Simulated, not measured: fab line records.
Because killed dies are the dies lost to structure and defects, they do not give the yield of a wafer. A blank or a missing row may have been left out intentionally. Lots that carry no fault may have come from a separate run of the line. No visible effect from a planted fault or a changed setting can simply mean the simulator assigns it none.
Split-lot trial | flow sfq-line | 5 lots, 23 wafers read, on a route of 325 steps

== THE SPLIT ==
At SFQ_TRILAYER_I0_VIA_LITHO_COAT_036 (resist thk 62 nm), the setting spin-rpm was moved away from the recipe's 3000 rpm on 8 of the 23 wafers read, by -2.0% to +4.5%. This setting was run at the recipe's value on the other wafers.

Reading taken at the split's own step.

== THE READING ==
BARC_of_TRILAYER_I0_VIA_LITHO_COAT_036.thk-nm (the simulator's own value, which no gauge read), in nm, at SFQ_TRILAYER_I0_VIA_LITHO_COAT_036 (resist thk 62 nm). No usual value for it is given in the file. Across the 15 wafers here that went through the recipe, the average is 62.08 nm and the standard deviation 0.12 nm.

wafer  | tool, chamber at the split | spin-rpm as run, rpm | against the recipe | BARC_of_TRILAYER_I0_VIA_LITHO_COAT_036.thk-nm, nm | against lot-mates on the recipe
L076.1 | litho-track-04, 0          | 3135                 | +4.5%              | 60.45                                             | -1.48
L076.2 | litho-track-04, 0          | 3135                 | +4.5%              | 60.53                                             | -1.41
L076.3 | litho-track-04, 0          | 3000                 | recipe             | 61.97                                             | -
L076.4 | litho-track-04, 0          | 3000                 | recipe             | 61.9                                              | -
L076.5 | litho-track-04, 0          | 3135                 | +4.5%              | 60.51                                             | -1.43
L077.1 | litho-track-04, 0          | 3000                 | recipe             | 61.96                                             | -
L077.2 | litho-track-04, 0          | 2941                 | -2.0%              | 62.77                                             | +0.80
L077.4 | litho-track-04, 0          | 3000                 | recipe             | 61.98                                             | -
L077.5 | litho-track-04, 0          | 2941                 | -2.0%              | 62.63                                             | +0.66
L077.6 | litho-track-04, 0          | 2941                 | -2.0%              | 62.57                                             | +0.60
L078.1 | litho-track-03, 0          | 3000                 | recipe             | 62.03                                             | -
L078.4 | litho-track-03, 0          | 3000                 | recipe             | 62.03                                             | -
L078.2 | litho-track-03, 0          | 3000                 | recipe             | 62.12                                             | -
L078.3 | litho-track-03, 0          | 3000                 | recipe             | 61.98                                             | -
L078.6 | litho-track-03, 0          | 3000                 | recipe             | 62.16                                             | -
L082.2 | litho-track-04, 0          | 3000                 | recipe             | 62.19                                             | -
L082.4 | litho-track-04, 0          | 3000                 | recipe             | 62.22                                             | -
L082.6 | litho-track-04, 0          | 3000                 | recipe             | 61.97                                             | -
L083.2 | litho-track-04, 0          | 3000                 | recipe             | 62.29                                             | -
L083.3 | litho-track-04, 0          | 3000                 | recipe             | 62.24                                             | -
L083.4 | litho-track-04, 0          | 3000                 | recipe             | 62.11                                             | -
L083.5 | litho-track-04, 0          | 3133                 | +4.4%              | 60.87                                             | -1.34
L083.6 | litho-track-04, 0          | 3133                 | +4.4%              | 60.85                                             | -1.36

THE FIT
A straight line over all 23 wafers: BARC_of_TRILAYER_I0_VIA_LITHO_COAT_036.thk-nm changes by -0.317 nm for each +1% of spin-rpm; r = -0.98; the points scatter about the line by 0.13 nm.
The same after taking each lot's own level away (the mean of its wafers on the recipe; 23 wafers): -0.32 nm for each +1%; r = -0.99; scatter 0.075 nm.
On that fit, the largest move of spin-rpm shifts the reading by 1.4 nm.
Measured against the standard deviation above, the lots' own levels, which go from 61.935 to 62.213 nm, span 2.4 times it.
The two slopes are in agreement: the lot-to-lot level therefore moves the slope only a little.
Check: with one of the wafers moved furthest among these (+4.5%) left out of the fit, the line predicts -1.41 nm for it against its lot-mates. It came out at -1.48 nm against them.

== THESE WAFERS: OTHER SPLITS ==
Note: prior to the reading, these wafers also went through further splits. Each is held against what the fit with the lots' levels taken away leaves over:
other split on the same wafers               | wafers away from the commonest value | r with BARC_of_TRILAYER_I0_VIA_LITHO_COAT_036.thk-nm (lot level and that fit taken away)
SFQ_TRILAYER_L0_LITHO_COAT_005 resist-thk-nm | 6                                    | -0.19
SFQ_TRILAYER_L0_LITHO_EXPOSE_006 dose-mj     | 9                                    | +0.06
SFQ_TRILAYER_L0_ETCH_METAL_ETCH_008 time-s   | 5                                    | +0.01
SFQ_TRILAYER_M0_DEP_SPUTTER_019 time-s       | 9                                    | +0.00

== THE FILE'S OWN FIT ==
BARC_of_TRILAYER_I0_VIA_LITHO_COAT_036.thk-nm changes by -0.316 nm for each +1% of spin-rpm, r = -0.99.
